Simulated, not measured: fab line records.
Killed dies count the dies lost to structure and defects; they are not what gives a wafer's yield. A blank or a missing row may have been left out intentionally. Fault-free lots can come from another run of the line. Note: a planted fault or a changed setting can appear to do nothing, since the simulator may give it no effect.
The same fault as seen by 2 desks || flow gf180mcu || every desk sees just its own numbers, and what lay behind them comes last

== TOOL OWNER'S DESK, pvd sputter-02 ==
The tool's own readings at GF_M2_SPUTTER_00 (material Ti, target thk 37.5 nm, time 150 s): means of the sampled wafers that have a number, for each lot that ran on this tool. If a lot's mean is further than 4 standard deviations from the usual mean, the lot is out of limits and carries the mark OUT (the distance appears in the brackets).
Columns: A = throttle valve pct at GF_M2_SPUTTER_00, usual 30.1 %
{"lot": "L831", "first seen here": "day 18 23:11", "A": 30.6}
{"lot": "L833", "first seen here": "day 19 21:40", "A": 31.0}
{"lot": "L839", "first seen here": "day 22 07:43", "A": 30.6}
{"lot": "L848", "first seen here": "day 25 10:58", "A": 31.2}
{"lot": "L850", "first seen here": "day 26 01:58", "A": 30.2}
This desk's verdict: no lot among the 5 shows anything out of limits.

== AT THE METROLOGY DESK ==
What the gauges read, lot by lot, whatever tool the lot ran on: means of the sampled wafers that have a number. If a lot's mean is further than 4 standard deviations from the usual mean, the lot is out of limits and carries the mark OUT (the distance appears in the brackets).
Columns: A = V1_W_RS at GF_V1_RS_MEAS_24, usual 0.330 ohm/sq; B = M2_ALCU_RS at GF_M2_RS_MEAS_05, usual 0.0696 ohm/sq
{"lot": "L828", "first seen here": "day 17 20:27", "A": 0.326, "B": 0.0697}
{"lot": "L831", "first seen here": "day 18 22:42", "A": 0.329, "B": 0.0698}
{"lot": "L830", "first seen here": "day 19 05:48", "A": 0.332, "B": 0.0705}
{"lot": "L833", "first seen here": "day 19 21:13", "A": 0.326, "B": 0.0690}
{"lot": "L839", "first seen here": "day 22 07:14", "A": 0.330, "B": 0.0691}
{"lot": "L844", "first seen here": "day 23 23:43", "A": 0.326, "B": 0.0707}
{"lot": "L845", "first seen here": "day 24 08:28", "A": 0.329, "B": 0.0696}
{"lot": "L848", "first seen here": "day 25 10:31", "A": 0.337, "B": 0.0700}
{"lot": "L849", "first seen here": "day 25 17:34", "A": 0.334, "B": 0.0676}
{"lot": "L850", "first seen here": "day 26 01:19", "A": 0.331, "B": 0.0690}
{"lot": "L851", "first seen here": "day 26 05:16", "A": 0.335, "B": 0.0704}
This desk's verdict: no lot among the 11 shows anything out of limits.

== ALL TOGETHER ==
The desk of the tool owner found nothing out of limits.
Nothing out of limits was seen by the metrology desk.

== WHAT THE SIMULATOR HAD INSERTED ==
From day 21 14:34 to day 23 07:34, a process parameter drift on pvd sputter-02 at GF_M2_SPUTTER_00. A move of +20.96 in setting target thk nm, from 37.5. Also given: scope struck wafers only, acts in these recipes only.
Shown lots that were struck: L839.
